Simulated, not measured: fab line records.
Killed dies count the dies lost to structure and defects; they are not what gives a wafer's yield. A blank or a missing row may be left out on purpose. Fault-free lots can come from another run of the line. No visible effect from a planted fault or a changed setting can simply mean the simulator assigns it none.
Chamber matching	flow gf180mcu	GF_PASSIVATION_CVD_02 on pecvd-03 has 3 sister chambers
The step deposits Si3N4, target thk 700 nm, time 486.18 s. 6 wafers are shown with their chamber, then 7 later ones without.

## WAFERS, EACH WITH ITS CHAMBER
wafer	chamber	heater-power-w (W)
L346.3	0	725
L352.4	2	683
L352.5	0	689
L352.6	1	888
L351.2	1	923
L351.5	2	709

## WAFERS WITHOUT THEIR CHAMBER
wafer	heater-power-w (W)
L351.6	736
L362.1	663
L362.2	867
L362.6	898
L364.1	750
L364.4	806
L364.5	700

## THE CHAMBER EACH PASSED THROUGH
wafer	from the rows above	in truth
L351.6	can't be placed: 0 or 2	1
L362.1	can't be placed: 2 or 0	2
L362.2	1	1
L362.6	1	1
L364.1	can't be placed: 0 or 2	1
L364.4	can't be placed: 0 or 1 or 2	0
L364.5	can't be placed: 2 or 0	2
Correctly placed: 2 of 7. Cannot be placed on the basis of these rows: 5; the candidates contain the true chamber in 3. Placed wrongly: 0.
How it was worked out, from the rows above alone: a wafer's distance from a chamber is the root of the sum, over the readings, of the square of ((its reading less the chamber's mean) divided by the reading's scatter). If the next closest chamber is less than 2 further off than the closest, the wafer can't be placed; otherwise it belongs to the closest. Each chamber's mean is taken over the wafers shown for it. The scatter: take each reading less its chamber's mean, square it, sum over the shown wafers, divide by the number of wafers less the number of chambers, and take the root.
